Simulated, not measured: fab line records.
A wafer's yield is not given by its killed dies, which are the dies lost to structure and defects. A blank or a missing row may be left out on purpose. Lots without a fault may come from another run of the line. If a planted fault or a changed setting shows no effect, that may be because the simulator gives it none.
2 desks, one fault ; flow gf180mcu ; only its own numbers are on each desk; what lay behind them is given at the end

THE METROLOGY DESK
What the gauges read for every lot (on any tool): the sampled wafers with a number, averaged. The brackets show how far a lot's mean lies from the usual mean; more than 4 standard deviations puts the lot out of limits, marked OUT.
Columns: A = PSD_RS at GF_PSD_RS_MEAS_15, usual 108.59 ohm/sq; B = SAB_CVD_00_THK at GF_SAB_THK_MEAS_01, usual 50.2 nm; C = cd-nm at GF_SAB_CD_MEAS_09, usual 420.6 nm; D = SAB_OVL at GF_SAB_OVL_MEAS_10, usual 0.3 nm
lot;first seen here;A;B;C;D
L253;day 15 04:31;108.66;50.7;420.9;-0.5
L257;day 16 19:20;108.45;50.0;418.8;0.5
L262;day 18 16:35;108.88;50.3;421.5;0.5
L264;day 19 08:17;108.65;50.3;415.9;2.1
L270;day 21 07:03;108.59;49.3;424.0;0.9
L272;day 22 05:20;109.01;50.1;421.0;1.2
Result from this desk: across the 6 lots, nothing is out of limits.

TOOL OWNER'S DESK, rie-diel-02
The tool's own readings at GF_SAB_ETCH_11 (etches SiO2 in C4F8/O2/Ar, target depth 55 nm, time 8.5 s): means of the sampled wafers that have a number, for each lot that ran on this tool. The brackets show how far a lot's mean lies from the usual mean; more than 4 standard deviations puts the lot out of limits, marked OUT.
Columns: A = oes-product-au at GF_SAB_ETCH_11, usual 0.993 a.u.; B = rf-fwd-power-W at GF_SAB_ETCH_11, usual 1472 W
lot;first seen here;A;B
L257;day 17 18:07;1.004;1475
L262;day 19 16:40;1.023;1713 (+33) OUT
L264;day 20 08:34;1.021;1711 (+32) OUT
This desk's verdict: out of limits on L262, L264, starting with L262 at day 19 16:40 (rf-fwd-power-W at GF_SAB_ETCH_11). L257: within limits.

BROUGHT TOGETHER
The tool owner's desk could have raised an alarm at day 19 16:40, on L262, L264.
From the metrology desk's view, nothing was out of limits.
The metrology desk has L262, L264 on record, within its limits.
The lots listed all ran GF_SAB_ETCH_11 on rie-diel-02.

WHAT THE SIMULATOR PUT IN
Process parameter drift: rie-diel-02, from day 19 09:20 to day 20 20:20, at GF_SAB_ETCH_11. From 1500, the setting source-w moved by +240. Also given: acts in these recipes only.
Struck lots among those shown: L262, L264.
Each desk's first reading out of limits, in hours after the fault started: the tool owner's desk, 7.
